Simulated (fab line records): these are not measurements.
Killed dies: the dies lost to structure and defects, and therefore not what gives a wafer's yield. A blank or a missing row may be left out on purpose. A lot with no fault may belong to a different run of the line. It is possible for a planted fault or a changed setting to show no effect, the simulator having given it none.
fab line records    flow gf180mcu
record lots=5  wafers=15  last_day=34
route steps=602 shown MVPSD@87 VT_IMPLANT@90
lots untouched by any fault: they come from a run of this same line in which no faults occurred
start_h: hours from the record's opening day to when the first of the lot's shown wafers began    wait_h: hours elapsed since this lot's preceding step    " as in the row above    L1.1+2: several wafers, shown together as one row    - no value, or no start was given    * or withheld: withheld    < > ~ a bound
route shown NAME@n: a module of which the file shows steps, and the number in the route of the first    usual: the fault-free wafers' mean and standard deviation    same: alike in all rows    chamber/n: place in a boat    sites: the reading at each site    _std_site: standard deviation of those values    _edge_site: mean of outer sites minus mean of inner sites    radius_mm: for every site, how far away it sits from the centre of the wafer    mask NAME#n: copy n    behind: the last tool/chamber to shape the wafer    hold: reason for holding the lot/hours on hold/outcome of the hold    device: whichever transistor did not switch (one of n, p or np)    end of line: tests run on the same wafers once the route is complete    a step with no rows: only its recipe    killed: dies lost to structure and defects at the first sort, not the wafer's yield    map: a wafer's dies, marking killed ones x, the rest . and places with no die _
set.NAME: the setting as run; set.NAME@STEP: as run at that earlier step    model.NAME: the simulator's own value behind a step, which no gauge read
lots seen at some steps along the route; tables by step, rows by wafer
services: when a tool's chamber went out of use (start_h, in hours from the record's first day, below 0 if earlier), for how many hours, and the reason
## steps
# step GF_MVPSD_IMPLANT_09
# recipe species=B  energy_kev=40  dose_cm2=5e+12  tilt_deg=0
# usual beam_energy_keV=40.000/0.012
lot.wafer  tool          chamber  start_h  wait_h  beam_energy_keV
L074.1     implanter-01  0        96.56    0.1     39.995
L074.2     "             0        "        "       40.000
L074.3     "             0        "        "       39.985
L077.2     implanter-04  0        116.24   0.1     40.001
L077.3     "             0        "        "       40.010
L077.4     "             0        "        "       39.996
L084.1     implanter-04  0        153.74   0.1     39.982
L084.3     "             0        "        "       39.966
L084.5     "             0        "        "       39.980
L089.1     implanter-02  0        188.14   0.1     39.998
L089.2     "             0        "        "       39.994
L089.5     "             0        "        "       40.013
L095.1     implanter-01  0        223.68   0.1     40.009
L095.2     "             0        "        "       40.013
L095.6     "             0        "        "       40.008
# step GF_MVPSD_STRIP_10
# recipe chemistry=O2/N2  power_w=1400  pressure_mtorr=1500  platen_temp_c=250  o2_flow_sccm=3000  n2_flow_sccm=300  overash_fraction=0.5
# usual drypump_motor_current_A=5.5/0.44  heater_power_w=317/36  oes_product_au=0.723/0.0043  strip_time_to_endpoint_s=36.94/0.11
lot.wafer  tool             chamber  start_h  wait_h  drypump_motor_current_A  heater_power_w  oes_product_au  rf_hours_counter_h  strip_time_to_endpoint_s
L074.1     plasma_asher-04  0        96.71    0.1     5.9                      275             0.727           29                  36.95
L074.2     "                1        "        "       5.1                      315             0.717           29                  36.96
L074.3     "                1        "        "       5.1                      319             0.728           -                   36.99
L077.2     plasma_asher-04  1        116.36   0.1     5.1                      321             0.725           32                  37.17
L077.3     "                1        "        "       5.1                      320             0.733           -                   37.08
L077.4     "                0        "        "       5.9                      273             0.732           -                   37.05
L084.1     plasma_asher-01  1        153.89   0.1     5.6                      382             0.718           53                  36.90
L084.3     "                0        "        "       6.3                      329             0.718           -                   37.05
L084.5     "                0        "        "       6.3                      339             0.718           -                   37.10
L089.1     plasma_asher-04  1        188.29   0.1     5.1                      332             0.724           40                  36.93
L089.2     "                0        "        "       5.9                      271             0.715           40                  36.82
L089.5     "                0        "        "       5.9                      269             0.727           -                   36.89
L095.1     plasma_asher-02  0        223.83   0.1     5.3                      326             0.725           7                   37.14
L095.2     "                1        "        "       4.9                      332             0.718           7                   36.99
L095.6     "                0        "        "       5.3                      316             0.728           -                   37.04
# step GF_MVPSD_TW_MEAS_11
# usual MVPSD_TW=548/7.5
lot.wafer  tool           chamber  start_h  wait_h  MVPSD_TW
L074.1     film_metro-01  -        96.81    0.1     551
L074.2     "              -        "        "       548
L074.3     "              -        "        "       549
L077.2     film_metro-03  -        116.47   0.1     540
L077.3     "              -        "        "       543
L077.4     "              -        "        "       540
L084.1     film_metro-04  -        153.99   0.1     556
L084.3     "              -        "        "       558
L084.5     "              -        "        "       554
L089.1     film_metro-04  -        188.39   0.1     556
L089.2     "              -        "        "       553
L089.5     "              -        "        "       555
L095.1     film_metro-01  -        223.93   0.1     555
L095.2     "              -        "        "       552
L095.6     "              -        "        "       552
# step GF_VT_IMPLANT_DEHYDRATE_00
# recipe temp_c=200  time_s=60
# usual resist_line_temp_C=23.00/0.1
lot.wafer  tool            chamber  start_h  wait_h  resist_line_temp_C
L074.1     litho_track-01  0        103.33   6.5     23.02
L074.2     "               0        "        "       23.13
L074.3     "               0        "        "       22.91
L077.2     litho_track-03  0        123.28   6.8     23.00
L077.3     "               0        "        "       22.84
L077.4     "               0        "        "       22.86
L084.1     litho_track-03  0        160.60   6.6     22.89
L084.3     "               0        "        "       23.02
L084.5     "               0        "        "       23.14
L089.1     litho_track-03  0        195.85   7.5     23.01
L089.2     "               0        "        "       23.09
L089.5     "               0        "        "       23.00
L095.1     litho_track-02  0        232.39   8.4     23.00
L095.2     "               0        "        "       23.01
L095.6     "               0        "        "       23.04
# step GF_VT_IMPLANT_HMDS_01
# recipe prime_time_s=60  prime_temp_c=120
# usual resist_line_temp_C=23.02/0.12
lot.wafer  tool            chamber  start_h  wait_h  resist_line_temp_C
L074.1     litho_track-01  0        103.48   0.1     23.14
L074.2     "               0        "        "       22.93
L074.3     "               0        "        "       23.03
L077.2     litho_track-03  0        123.43   0.1     23.18
L077.3     "               0        "        "       23.17
L077.4     "               0        "        "       23.24
L084.1     litho_track-03  0        160.75   0.1     23.26
L084.3     "               0        "        "       23.19
L084.5     "               0        "        "       23.13
L089.1     litho_track-03  0        196.00   0.1     22.99
L089.2     "               0        "        "       23.01
L089.5     "               0        "        "       22.85
L095.1     litho_track-02  0        232.54   0.1     22.70
L095.2     "               0        "        "       22.73
L095.6     "               0        "        "       22.99
# step GF_VT_IMPLANT_COAT_02
# recipe resist=NOVOLAK  spin_rpm=3000  resist_thk_nm=1000
# usual resist_line_temp_C=22.99/0.1
lot.wafer  tool            chamber  start_h  wait_h  resist_line_temp_C
L074.1     litho_track-01  0        103.63   0.1     23.15
L074.2     "               0        "        "       23.02
L074.3     "               0        "        "       22.99
L077.2     litho_track-03  0        123.58   0.1     22.92
L077.3     "               0        "        "       22.94
L077.4     "               0        "        "       22.96
L084.1     litho_track-03  0        160.90   0.1     23.10
L084.3     "               0        "        "       23.00
L084.5     "               0        "        "       23.00
L089.1     litho_track-03  0        196.15   0.1     22.86
L089.2     "               0        "        "       22.78
L089.5     "               0        "        "       22.84
L095.1     litho_track-02  0        232.69   0.1     22.94
L095.2     "               0        "        "       22.93
L095.6     "               0        "        "       23.03
# step GF_VT_IMPLANT_SOFTBAKE_03
# recipe temp_c=90  time_s=60  resist=NOVOLAK
# usual resist_line_temp_C=23.02/0.11
lot.wafer  tool            chamber  start_h  wait_h  resist_line_temp_C
L074.1     litho_track-01  0        103.78   0.1     23.06
L074.2     "               0        "        "       23.18
L074.3     "               0        "        "       23.02
L077.2     litho_track-03  0        123.73   0.1     22.99
L077.3     "               0        "        "       22.97
L077.4     "               0        "        "       22.98
L084.1     litho_track-03  0        161.05   0.1     23.01
L084.3     "               0        "        "       23.00
L084.5     "               0        "        "       22.93
L089.1     litho_track-03  0        196.30   0.1     22.94
L089.2     "               0        "        "       23.18
L089.5     "               0        "        "       22.89
L095.1     litho_track-02  0        232.84   0.1     23.02
L095.2     "               0        "        "       22.94
L095.6     "               0        "        "       22.94
# step GF_VT_IMPLANT_EXPOSE_04
# recipe mask_id=LVPWELL_LV_AREA  target_cd_nm=600  na=0.6  source_shape=conventional  sigma_outer=0.6  dose_mj=140
lot.wafer   tool              chamber  start_h  wait_h  mask
L074.1+2+3  iline_stepper-01  0        -        -       LVPWELL_LV_AREA#0
L077.2+3+4  iline_stepper-02  0        -        -       LVPWELL_LV_AREA#0
L084.1+3+5  iline_stepper-02  0        -        -       LVPWELL_LV_AREA#0
L089.1+2+5  iline_stepper-01  0        -        -       LVPWELL_LV_AREA#0
L095.1+2+6  iline_stepper-01  0        -        -       LVPWELL_LV_AREA#0
# step GF_VT_IMPLANT_PEB_05
# recipe temp_c=withheld  time_s=*  resist=NOVOLAK
# usual resist_line_temp_C=*
lot.wafer  tool            chamber  start_h  wait_h  resist_line_temp_C
L074.1     litho_track-03  0        -        -       *
L074.2     "               0        "        "       *
L074.3     "               0        "        "       *
L077.2     litho_track-02  0        -        -       *
L077.3     "               0        "        "       *
L077.4     "               0        "        "       *
L084.1     litho_track-01  0        -        -       *
L084.3     "               0        "        "       *
L084.5     "               0        "        "       *
L089.1     litho_track-02  0        -        -       *
L089.2     "               0        "        "       *
L089.5     "               0        "        "       *
L095.1     litho_track-03  0        -        -       *
L095.2     "               0        "        "       *
L095.6     "               0        "        "       *
# step GF_VT_IMPLANT_DEVELOP_06
# recipe develop_time_s=60  dev_temp_c=23
# usual resist_line_temp_C=22.99/0.096
lot.wafer  tool            chamber  start_h  wait_h  resist_line_temp_C
L074.1     litho_track-03  0        110.65   0.1     23.06
L074.2     "               0        "        "       22.98
L074.3     "               0        "        "       23.08
L077.2     litho_track-02  0        130.87   0.1     23.01
L077.3     "               0        "        "       23.03
L077.4     "               0        "        "       23.14
L084.1     litho_track-01  0        168.63   0.1     23.08
L084.3     "               0        "        "       22.96
L084.5     "               0        "        "       23.18
L089.1     litho_track-02  0        204.49   0.1     22.89
L089.2     "               0        "        "       23.05
L089.5     "               0        "        "       23.09
L095.1     litho_track-03  0        241.45   0.1     23.17
L095.2     "               0        "        "       23.04
L095.6     "               0        "        "       23.06
# step GF_VT_IMPLANT_OVL_MEAS_07
# usual VT_IMPLANT_OVL=-1.2/1.2
lot.wafer  tool        chamber  start_h  wait_h  VT_IMPLANT_OVL[nm]
L074.1     overlay-01  -        110.80   0.1     -3.2
L074.2     "           -        "        "       -3.8
L074.3     "           -        "        "       -1.9
L077.2     overlay-01  -        131.00   0.1     -1.9
L077.3     "           -        "        "       -1.5
L077.4     "           -        "        "       -0.3
L084.1     overlay-02  -        168.78   0.1     -0.5
L084.3     "           -        "        "       -0.8
L084.5     "           -        "        "       -1.7
L089.1     overlay-02  -        204.64   0.1     -0.4
L089.2     "           -        "        "       1.4
L089.5     "           -        "        "       2.4
L095.1     overlay-02  -        241.60   0.1     -1.8
L095.2     "           -        "        "       -2.3
L095.6     "           -        "        "       -1.8
# step GF_VT_IMPLANT_IMPLANT_08
# recipe species=BF2  energy_kev=20  dose_cm2=8.29e+12  tilt_deg=7
# usual beam_energy_keV=19.999/0.0059
lot.wafer  tool          chamber  start_h  wait_h  beam_energy_keV
L074.1     implanter-03  0        110.84   0.0     19.991
L074.2     "             0        "        "       19.999
L074.3     "             0        "        "       19.991
L077.2     implanter-01  0        131.05   0.0     20.003
L077.3     "             0        "        "       20.003
L077.4     "             0        "        "       19.999
L084.1     implanter-01  0        168.81   0.0     19.994
L084.3     "             0        "        "       20.008
L084.5     "             0        "        "       19.990
L089.1     implanter-04  0        204.68   0.0     19.998
L089.2     "             0        "        "       20.006
L089.5     "             0        "        "       20.005
L095.1     implanter-01  0        241.63   0.0     20.004
L095.2     "             0        "        "       19.992
L095.6     "             0        "        "       19.993
# step GF_VT_IMPLANT_STRIP_09
# recipe chemistry=O2/N2  power_w=1400  pressure_mtorr=1500  platen_temp_c=250  o2_flow_sccm=3000  n2_flow_sccm=300  overash_fraction=0.5
# usual drypump_motor_current_A=6.1/0.54  heater_power_w=339/24  oes_product_au=0.716/0.0045  strip_time_to_endpoint_s=12.61/0.038
lot.wafer  tool             chamber  start_h  wait_h  drypump_motor_current_A  heater_power_w  oes_product_au  rf_hours_counter_h  strip_time_to_endpoint_s
L074.1     plasma_asher-01  0        110.99   0.1     6.3                      339             0.709           47                  12.61
L074.2     "                1        "        "       5.6                      395             0.716           47                  12.68
L074.3     "                1        "        "       5.6                      398             0.717           -                   12.66
L077.2     plasma_asher-03  0        131.18   0.1     6.1                      319             0.714           44                  12.58
L077.3     "                1        "        "       6.7                      337             0.720           -                   12.59
L077.4     "                0        "        "       6.1                      319             0.716           -                   12.56
L084.1     plasma_asher-01  0        168.96   0.1     6.3                      340             0.717           54                  12.56
L084.3     "                1        "        "       5.6                      384             0.712           -                   12.59
L084.5     "                0        "        "       6.4                      335             0.722           -                   12.60
L089.1     plasma_asher-03  1        204.83   0.1     6.7                      343             0.714           53                  12.56
L089.2     "                0        "        "       6.1                      329             0.722           53                  12.60
L089.5     "                0        "        "       6.1                      326             0.713           -                   12.56
L095.1     plasma_asher-01  1        241.78   0.1     5.6                      397             0.705           63                  12.64
L095.2     "                0        "        "       6.3                      343             0.713           63                  12.63
L095.6     "                1        "        "       5.6                      397             0.719           -                   12.66
# step GF_VT_IMPLANT_TW_MEAS_10
# usual VT_IMPLANT_TW=557/6.5
lot.wafer  tool           chamber  start_h  wait_h  VT_IMPLANT_TW
L074.1     film_metro-03  -        111.09   0.1     551
L074.2     "              -        "        "       555
L074.3     "              -        "        "       553
L077.2     film_metro-03  -        131.29   0.1     553
L077.3     "              -        "        "       551
L077.4     "              -        "        "       550
L084.1     film_metro-02  -        169.06   0.1     565
L084.3     "              -        "        "       566
L084.5     "              -        "        "       565
L089.1     film_metro-01  -        204.93   0.1     560
L089.2     "              -        "        "       563
L089.5     "              -        "        "       561
L095.1     film_metro-01  -        241.88   0.1     562
L095.2     "              -        "        "       567
L095.6     "              -        "        "       564
# step GF_VT_IMPLANT_DEHYDRATE_11
# recipe temp_c=200  time_s=60
# usual resist_line_temp_C=23.00/0.11
lot.wafer  tool            chamber  start_h  wait_h  resist_line_temp_C
L074.1     litho_track-01  0        117.33   6.2     23.03
L074.2     "               0        "        "       23.04
L074.3     "               0        "        "       22.98
L077.2     litho_track-03  0        138.13   6.8     23.14
L077.3     "               0        "        "       22.94
L077.4     "               0        "        "       22.97
L084.1     litho_track-02  0        176.34   7.3     23.09
L084.3     "               0        "        "       23.00
L084.5     "               0        "        "       23.10
L089.1     litho_track-03  0        212.80   7.9     22.92
L089.2     "               0        "        "       22.94
L089.5     "               0        "        "       22.96
L095.1     litho_track-03  0        250.80   8.9     22.99
L095.2     "               0        "        "       23.10
L095.6     "               0        "        "       23.12
# step GF_VT_IMPLANT_HMDS_12
# recipe prime_time_s=60  prime_temp_c=120
# usual resist_line_temp_C=23.00/0.098
lot.wafer  tool            chamber  start_h  wait_h  resist_line_temp_C
L074.1     litho_track-01  0        117.48   0.1     23.00
L074.2     "               0        "        "       22.98
L074.3     "               0        "        "       23.04
L077.2     litho_track-03  0        138.28   0.1     23.11
L077.3     "               0        "        "       22.95
L077.4     "               0        "        "       22.91
L084.1     litho_track-02  0        176.49   0.1     23.12
L084.3     "               0        "        "       23.14
L084.5     "               0        "        "       23.11
L089.1     litho_track-03  0        212.95   0.1     22.89
L089.2     "               0        "        "       22.97
L089.5     "               0        "        "       23.02
L095.1     litho_track-03  0        250.95   0.1     22.97
L095.2     "               0        "        "       22.96
L095.6     "               0        "        "       23.04
# step GF_VT_IMPLANT_COAT_13
# recipe resist=NOVOLAK  spin_rpm=3000  resist_thk_nm=1000
# usual resist_line_temp_C=23.01/0.089
lot.wafer  tool            chamber  start_h  wait_h  resist_line_temp_C
L074.1     litho_track-01  0        117.63   0.1     23.16
L074.2     "               0        "        "       22.99
L074.3     "               0        "        "       23.02
L077.2     litho_track-03  0        138.43   0.1     23.09
L077.3     "               0        "        "       23.08
L077.4     "               0        "        "       23.09
L084.1     litho_track-02  0        176.64   0.1     23.05
L084.3     "               0        "        "       22.99
L084.5     "               0        "        "       23.00
L089.1     litho_track-03  0        213.10   0.1     22.83
L089.2     "               0        "        "       23.03
L089.5     "               0        "        "       23.04
L095.1     litho_track-03  0        251.10   0.1     23.03
L095.2     "               0        "        "       22.99
L095.6     "               0        "        "       22.93
# step GF_VT_IMPLANT_SOFTBAKE_14
# recipe temp_c=90  time_s=60  resist=NOVOLAK
# usual resist_line_temp_C=23.00/0.11
lot.wafer  tool            chamber  start_h  wait_h  resist_line_temp_C
L074.1     litho_track-01  0        117.78   0.1     22.95
L074.2     "               0        "        "       22.86
L074.3     "               0        "        "       22.95
L077.2     litho_track-03  0        138.58   0.1     22.83
L077.3     "               0        "        "       22.99
L077.4     "               0        "        "       23.00
L084.1     litho_track-02  0        176.79   0.1     23.04
L084.3     "               0        "        "       23.04
L084.5     "               0        "        "       22.93
L089.1     litho_track-03  0        213.25   0.1     22.81
L089.2     "               0        "        "       23.03
L089.5     "               0        "        "       23.03
L095.1     litho_track-03  0        251.25   0.1     22.97
L095.2     "               0        "        "       22.89
L095.6     "               0        "        "       22.98
# step GF_VT_IMPLANT_EXPOSE_15
# recipe mask_id=Nwell_LV_AREA  target_cd_nm=860  na=0.6  source_shape=conventional  sigma_outer=0.6  dose_mj=140
lot.wafer   tool              chamber  start_h  wait_h  mask
L074.1+2+3  iline_stepper-01  0        -        -       Nwell_LV_AREA#0
L077.2+3+4  iline_stepper-01  0        -        -       Nwell_LV_AREA#0
L084.1+3+5  iline_stepper-02  0        -        -       Nwell_LV_AREA#0
L089.1+2+5  iline_stepper-01  0        -        -       Nwell_LV_AREA#0
L095.1+2+6  iline_stepper-01  0        -        -       Nwell_LV_AREA#0
# step GF_VT_IMPLANT_PEB_16
# recipe temp_c=withheld  time_s=*  resist=NOVOLAK
# usual resist_line_temp_C=*
lot.wafer  tool            chamber  start_h  wait_h  resist_line_temp_C
L074.1     litho_track-03  0        -        -       *
L074.2     "               0        "        "       *
L074.3     "               0        "        "       *
L077.2     litho_track-02  0        -        -       *
L077.3     "               0        "        "       *
L077.4     "               0        "        "       *
L084.1     litho_track-02  0        -        -       *
L084.3     "               0        "        "       *
L084.5     "               0        "        "       *
L089.1     litho_track-01  0        -        -       *
L089.2     "               0        "        "       *
L089.5     "               0        "        "       *
L095.1     litho_track-02  0        -        -       *
L095.2     "               0        "        "       *
L095.6     "               0        "        "       *
# step GF_VT_IMPLANT_DEVELOP_17
# recipe develop_time_s=60  dev_temp_c=23
# usual resist_line_temp_C=23.01/0.097
lot.wafer  tool            chamber  start_h  wait_h  resist_line_temp_C
L074.1     litho_track-03  0        124.95   0.1     23.04
L074.2     "               0        "        "       22.91
L074.3     "               0        "        "       22.97
L077.2     litho_track-02  0        146.07   0.1     23.04
L077.3     "               0        "        "       23.21
L077.4     "               0        "        "       23.12
L084.1     litho_track-02  0        184.44   0.1     23.03
L084.3     "               0        "        "       23.20
L084.5     "               0        "        "       23.00
L089.1     litho_track-01  0        222.38   0.1     23.03
L089.2     "               0        "        "       23.04
L089.5     "               0        "        "       23.18
L095.1     litho_track-02  0        260.94   0.1     22.96
L095.2     "               0        "        "       23.10
L095.6     "               0        "        "       23.08
# step GF_VT_IMPLANT_OVL_MEAS_18
# usual VT_IMPLANT_01_OVL=0.8/1.3
lot.wafer  tool        chamber  start_h  wait_h  VT_IMPLANT_01_OVL[nm]
L074.1     overlay-01  -        125.10   0.1     1.1
L074.2     "           -        "        "       1.4
L074.3     "           -        "        "       1.0
L077.2     overlay-02  -        146.20   0.1     2.7
L077.3     "           -        "        "       2.1
L077.4     "           -        "        "       0.1
L084.1     overlay-01  -        184.59   0.1     0.3
L084.3     "           -        "        "       1.9
L084.5     "           -        "        "       -0.2
L089.1     overlay-02  -        222.53   0.1     0.7
L089.2     "           -        "        "       0.8
L089.5     "           -        "        "       3.0
L095.1     overlay-01  -        261.09   0.1     3.7
L095.2     "           -        "        "       1.7
L095.6     "           -        "        "       0.5
# step GF_VT_IMPLANT_IMPLANT_19
# recipe species=As  energy_kev=100  dose_cm2=4.35e+12  tilt_deg=7
# usual beam_energy_keV=99.999/0.029
lot.wafer  tool          chamber  start_h  wait_h  beam_energy_keV
L074.1     implanter-01  0        125.14   0.0     99.976
L074.2     "             0        "        "       100.06
L074.3     "             0        "        "       100.01
L077.2     implanter-04  0        146.25   0.0     100.02
L077.3     "             0        "        "       100.00
L077.4     "             0        "        "       100.08
L084.1     implanter-01  0        184.63   0.0     99.999
L084.3     "             0        "        "       99.988
L084.5     "             0        "        "       100.00
L089.1     implanter-01  0        222.56   0.0     100.04
L089.2     "             0        "        "       99.990
L089.5     "             0        "        "       100.01
L095.1     implanter-01  0        261.12   0.0     100.03
L095.2     "             0        "        "       100.05
L095.6     "             0        "        "       99.971
# step GF_VT_IMPLANT_STRIP_20
# recipe chemistry=O2/N2  power_w=1400  pressure_mtorr=1500  platen_temp_c=250  o2_flow_sccm=3000  n2_flow_sccm=300  overash_fraction=0.5
# usual drypump_motor_current_A=5.9/0.56  heater_power_w=345/29  oes_product_au=0.716/0.0046  strip_time_to_endpoint_s=12.62/0.032
lot.wafer  tool             chamber  start_h  wait_h  drypump_motor_current_A  heater_power_w  oes_product_au  rf_hours_counter_h  strip_time_to_endpoint_s
L074.1     plasma_asher-01  0        125.29   0.1     6.3                      342             0.719           49                  12.57
L074.2     "                1        "        "       5.6                      401             0.716           49                  12.56
L074.3     "                0        "        "       6.3                      330             0.715           -                   12.56
L077.2     plasma_asher-03  0        146.38   0.1     6.1                      326             0.713           47                  12.62
L077.3     "                1        "        "       6.7                      346             0.722           -                   12.67
L077.4     "                0        "        "       6.1                      332             0.718           -                   12.61
L084.1     plasma_asher-01  0        184.78   0.1     6.3                      337             0.723           56                  12.67
L084.3     "                1        "        "       5.6                      397             0.715           -                   12.67
L084.5     "                1        "        "       5.6                      392             0.713           -                   12.63
L089.1     plasma_asher-03  1        222.71   0.1     6.6                      332             0.712           54                  12.61
L089.2     "                0        "        "       6.1                      331             0.716           54                  12.62
L089.5     "                0        "        "       6.1                      321             0.723           -                   12.65
L095.1     plasma_asher-03  0        261.27   0.1     6.1                      319             0.720           58                  12.62
L095.2     "                1        "        "       6.7                      340             0.710           58                  12.62
L095.6     "                0        "        "       6.1                      324             0.723           -                   12.62
# step GF_VT_IMPLANT_TW_MEAS_21
# usual VT_IMPLANT_2_TW=1207/12
lot.wafer  tool           chamber  start_h  wait_h  VT_IMPLANT_2_TW
L074.1     film_metro-03  -        125.39   0.1     1191
L074.2     "              -        "        "       1185
L074.3     "              -        "        "       1189
L077.2     film_metro-02  -        146.49   0.1     1208
L077.3     "              -        "        "       1214
L077.4     "              -        "        "       1218
L084.1     film_metro-03  -        184.88   0.1     1182
L084.3     "              -        "        "       1188
L084.5     "              -        "        "       1191
L089.1     film_metro-02  -        222.81   0.1     1208
L089.2     "              -        "        "       1211
L089.5     "              -        "        "       1206
L095.1     film_metro-01  -        261.37   0.1     1215
L095.2     "              -        "        "       1214
L095.6     "              -        "        "       1219
# step GF_VT_IMPLANT_DEHYDRATE_22
# recipe temp_c=200  time_s=60
# usual resist_line_temp_C=22.98/0.096
lot.wafer  tool            chamber  start_h  wait_h  resist_line_temp_C
L074.1     litho_track-02  0        132.24   6.8     22.97
L074.2     "               0        "        "       22.78
L074.3     "               0        "        "       23.04
L077.2     litho_track-02  0        153.47   7.0     23.04
L077.3     "               0        "        "       23.00
L077.4     "               0        "        "       22.93
L084.1     litho_track-02  0        192.84   8.0     22.92
L084.3     "               0        "        "       22.74
L084.5     "               0        "        "       22.93
L089.1     litho_track-02  0        231.04   8.2     22.99
L089.2     "               0        "        "       23.13
L089.5     "               0        "        "       23.04
L095.1     litho_track-03  0        269.95   8.6     23.05
L095.2     "               0        "        "       22.99
L095.6     "               0        "        "       22.94
# step GF_VT_IMPLANT_HMDS_23
# recipe prime_time_s=60  prime_temp_c=120
# usual resist_line_temp_C=23.00/0.1
lot.wafer  tool            chamber  start_h  wait_h  resist_line_temp_C
L074.1     litho_track-02  0        132.39   0.1     23.01
L074.2     "               0        "        "       23.11
L074.3     "               0        "        "       23.04
L077.2     litho_track-02  0        153.62   0.1     23.16
L077.3     "               0        "        "       23.06
L077.4     "               0        "        "       23.25
L084.1     litho_track-02  0        192.99   0.1     22.88
L084.3     "               0        "        "       22.97
L084.5     "               0        "        "       22.90
L089.1     litho_track-02  0        231.19   0.1     23.06
L089.2     "               0        "        "       23.01
L089.5     "               0        "        "       22.97
L095.1     litho_track-03  0        270.10   0.1     23.14
L095.2     "               0        "        "       22.91
L095.6     "               0        "        "       22.94
# step GF_VT_IMPLANT_COAT_24
# recipe resist=NOVOLAK  spin_rpm=3000  resist_thk_nm=1000
# usual resist_line_temp_C=23.00/0.099
lot.wafer  tool            chamber  start_h  wait_h  resist_line_temp_C
L074.1     litho_track-02  0        132.54   0.1     22.72
L074.2     "               0        "        "       23.03
L074.3     "               0        "        "       22.87
L077.2     litho_track-02  0        153.77   0.1     23.01
L077.3     "               0        "        "       23.03
L077.4     "               0        "        "       22.96
L084.1     litho_track-02  0        193.14   0.1     23.07
L084.3     "               0        "        "       23.08
L084.5     "               0        "        "       23.05
L089.1     litho_track-02  0        231.34   0.1     22.98
L089.2     "               0        "        "       22.92
L089.5     "               0        "        "       23.03
L095.1     litho_track-03  0        270.25   0.1     23.09
L095.2     "               0        "        "       23.06
L095.6     "               0        "        "       23.01
# step GF_VT_IMPLANT_SOFTBAKE_25
# recipe temp_c=90  time_s=60  resist=NOVOLAK
# usual resist_line_temp_C=23.01/0.12
lot.wafer  tool            chamber  start_h  wait_h  resist_line_temp_C
L074.1     litho_track-02  0        132.69   0.1     23.14
L074.2     "               0        "        "       23.05
L074.3     "               0        "        "       23.23
L077.2     litho_track-02  0        153.92   0.1     23.11
L077.3     "               0        "        "       23.10
L077.4     "               0        "        "       23.23
L084.1     litho_track-02  0        193.29   0.1     23.23
L084.3     "               0        "        "       23.23
L084.5     "               0        "        "       23.28
L089.1     litho_track-02  0        231.49   0.1     22.84
L089.2     "               0        "        "       23.10
L089.5     "               0        "        "       22.87
L095.1     litho_track-03  0        270.40   0.1     23.10
L095.2     "               0        "        "       22.95
L095.6     "               0        "        "       22.89
# step GF_VT_IMPLANT_EXPOSE_26
# recipe mask_id=LVPWELL_HV_AREA  target_cd_nm=860  na=0.6  source_shape=conventional  sigma_outer=0.6  dose_mj=140
lot.wafer   tool              chamber  start_h  wait_h  mask
L074.1+2+3  iline_stepper-02  0        -        -       LVPWELL_HV_AREA#0
L077.2+3+4  iline_stepper-02  0        -        -       LVPWELL_HV_AREA#0
L084.1+3+5  iline_stepper-01  0        -        -       LVPWELL_HV_AREA#0
L089.1+2+5  iline_stepper-01  0        -        -       LVPWELL_HV_AREA#0
L095.1+2+6  iline_stepper-02  0        -        -       LVPWELL_HV_AREA#0
# step GF_VT_IMPLANT_PEB_27
# recipe temp_c=withheld  time_s=*  resist=NOVOLAK
# usual resist_line_temp_C=*
lot.wafer  tool            chamber  start_h  wait_h  resist_line_temp_C
L074.1     litho_track-02  0        -        -       *
L074.2     "               0        "        "       *
L074.3     "               0        "        "       *
L077.2     litho_track-01  0        -        -       *
L077.3     "               0        "        "       *
L077.4     "               0        "        "       *
L084.1     litho_track-03  0        -        -       *
L084.3     "               0        "        "       *
L084.5     "               0        "        "       *
L089.1     litho_track-03  0        -        -       *
L089.2     "               0        "        "       *
L089.5     "               0        "        "       *
L095.1     litho_track-02  0        -        -       *
L095.2     "               0        "        "       *
L095.6     "               0        "        "       *
# step GF_VT_IMPLANT_DEVELOP_28
# recipe develop_time_s=60  dev_temp_c=23
# usual resist_line_temp_C=23.00/0.096
lot.wafer  tool            chamber  start_h  wait_h  resist_line_temp_C
L074.1     litho_track-02  0        139.99   0.1     23.02
L074.2     "               0        "        "       23.06
L074.3     "               0        "        "       23.09
L077.2     litho_track-01  0        161.05   0.1     23.07
L077.3     "               0        "        "       22.97
L077.4     "               0        "        "       23.06
L084.1     litho_track-03  0        201.35   0.1     22.98
L084.3     "               0        "        "       22.90
L084.5     "               0        "        "       22.96
L089.1     litho_track-03  0        240.50   0.1     22.97
L089.2     "               0        "        "       22.83
L089.5     "               0        "        "       22.71
L095.1     litho_track-02  0        280.54   0.1     23.08
L095.2     "               0        "        "       23.00
L095.6     "               0        "        "       23.02
# step GF_VT_IMPLANT_OVL_MEAS_29
# usual VT_IMPLANT_02_OVL=-0.1/1.4
lot.wafer  tool        chamber  start_h  wait_h  VT_IMPLANT_02_OVL[nm]
L074.1     overlay-01  -        140.14   0.1     -0.9
L074.2     "           -        "        "       -1.7
L074.3     "           -        "        "       -1.9
L077.2     overlay-02  -        161.18   0.1     -0.1
L077.3     "           -        "        "       1.0
L077.4     "           -        "        "       0.8
L084.1     overlay-02  -        201.50   0.1     2.1
L084.3     "           -        "        "       2.6
L084.5     "           -        "        "       0.8
L089.1     overlay-01  -        240.65   0.1     0.5
L089.2     "           -        "        "       0.4
L089.5     "           -        "        "       0.1
L095.1     overlay-01  -        280.69   0.1     3.0
L095.2     "           -        "        "       0.7
L095.6     "           -        "        "       1.2
## services
tool              chamber  start_h  hours  kind
iline_stepper-01  0        74.37    -      calibration
plasma_asher-02   -        77.55    0.8    repair
iline_stepper-01  -        93.99    1.7    pm
plasma_asher-01   -        95.11    3.0    repair
iline_stepper-02  -        99.41    5.3    repair
plasma_asher-02   -        108.75   9.0    pm
plasma_asher-02   0        108.75   9.0    vent_cycle
plasma_asher-02   -        119.67   28.1   pm
implanter-01      -        135.21   1.6    repair
plasma_asher-02   -        149.17   2.2    repair
implanter-04      -        170.36   2.0    repair
plasma_asher-03   -        178.55   2.1    repair
plasma_asher-02   -        183.16   8.9    repair
implanter-04      -        221.34   2.7    repair
implanter-02      -        241.72   1.3    repair
iline_stepper-02  -        243.12   2.1    pm
iline_stepper-02  -        245.20   -      consumable_replace:lamp
implanter-01      -        246.39   6.3    pm
plasma_asher-01   -        249.89   1.5    repair
iline_stepper-02  -        254.28   1.7    pm
implanter-03      -        264.11   1.2    repair
plasma_asher-02   -        269.20   20.8   repair
iline_stepper-01  -        274.50   2.3    repair
iline_stepper-02  0        276.85   -      calibration
## key
fault none
